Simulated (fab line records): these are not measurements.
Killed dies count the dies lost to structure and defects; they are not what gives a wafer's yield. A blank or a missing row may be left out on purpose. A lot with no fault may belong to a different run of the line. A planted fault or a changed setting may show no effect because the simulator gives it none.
Struck lot and sound lot, side by side || flow sky130 || 17 steps out of a route of 708
Sound: the wafers L208.1, L208.3, L208.5. Wafers L218.1, L218.2, L218.4 were the ones struck. Last of all comes the cause.
Each step with rows lists, per side, the tool, then ch with its chambers, then its first start. Under that, the readings that differ: sound wafers || struck wafers || difference of the means || sigmas: that difference in standard deviations of wafers without a fault.
alike: words and numbers the same on both sides, and readings whose means are apart by under 2 such deviations; not compared: readings that were withheld, readings missing a value for some wafer, numbers with overlapping values and no deviation given by the record, and bounds like >300 which may hide the same value.
The two part at a step that has a row with sigmas, a row that says differs or no value, or rows on one side only. When numbers do not overlap yet have no deviation, they are printed without sigmas and do not part them. A reading missing from all wafers of one side parts the sides only when that side holds two or more wafers.

SKY_VIA1_CMP_02: polishes SiO2.
  sound on cmp-02 ch 2,3, day 35 01:51; struck on cmp-01 ch 0,2,3, day 37 21:11
  alike: motor current A, slurry flow ml min
SKY_VIA1_BOW_MEAS_03:
  sound: film metro-02 at day 35 02:09; struck: film metro-03 at day 37 21:29
  alike: VIA1_BOW
then, 8 steps without rows for these wafers: SKY_VIA1_DEHYDRATE_04 (time 60 s); SKY_VIA1_HMDS_05 (prime time 60 s); SKY_VIA1_COAT_06 (resist thk 60 nm); SKY_VIA1_COAT_07 (resist thk 450 nm); SKY_VIA1_SOFTBAKE_08 (time 90 s); SKY_VIA1_EXPOSE_09 (exposes mask VIM, target cd 150 nm); SKY_VIA1_PEB_10; SKY_VIA1_DEVELOP_11 (develop time 60 s).
SKY_VIA1_CD_MEAS_12 targets a cd of 150 nm.
  sound: cd sem-01 at day 36 03:55; struck: cd sem-02 at day 38 23:07
  alike: cd nm
SKY_VIA1_OVL_MEAS_13:
  sound: overlay-01 at day 36 04:02; struck: overlay-02 at day 38 23:14
  alike: VIA1_OVL
SKY_VIA1_ETCH_14: etches BARC in N2/H2, stops on SiO2, time 45.9 s, target depth 60 nm.
  sound on rie diel-01 ch 2,3, day 36 04:05; struck on rie diel-03 ch 0,2,3, day 38 23:17
{"reading": "model.KrF-thick_of_VIA1_COAT_07.thk nm (nm)", "sound": "393.3 391.7 392.4", "struck": "400.3 401.2 397.6", "difference": "+7.2", "sigmas": ""}
  alike: drypump motor current A, oes product au, throttle valve pct
  not compared: rf hours counter h
SKY_VIA1_ETCH_15: etches SiO2 in C4F8/O2/Ar, stops on TiN, target depth 351 nm, time 54 s.
  sound on rie diel-01 ch 2,3, day 36 04:07; struck on rie diel-03 ch 0,2,3, day 38 23:19
{"reading": "model.KrF-thick_of_VIA1_COAT_07.thk nm (nm)", "sound": "323.5 321.5 323", "struck": "330.4 332.4 326.8", "difference": "+7.2", "sigmas": ""}
  alike: oes product au
  not compared: rf hours counter h
SKY_VIA1_STRIP_16: strips in O2/N2.
  sound on plasma asher-04 ch 0,1, day 36 04:10; struck on plasma asher-01 ch 0,1, day 38 23:22
{"reading": "strip time to endpoint s (s)", "sound": "4.479 4.437 4.460", "struck": "4.536 4.559 4.502", "difference": "+0.074", "sigmas": "+4"}
  alike: drypump motor current A, oes product au
  not compared: rf hours counter h
then, 1 step without rows for these wafers: SKY_VIA1_STRIP_17 (strips in post etch residue remover, time 1200 s).
SKY_PAD_OPEN_PROBE_99:
  sound wafers here have rows in the record (prober-01, day 47 11:32); struck ones have none

WHERE THEY PART
First at SKY_VIA1_STRIP_16; last, within this record, at SKY_PAD_OPEN_PROBE_99.

WHY: the cause the simulator had injected
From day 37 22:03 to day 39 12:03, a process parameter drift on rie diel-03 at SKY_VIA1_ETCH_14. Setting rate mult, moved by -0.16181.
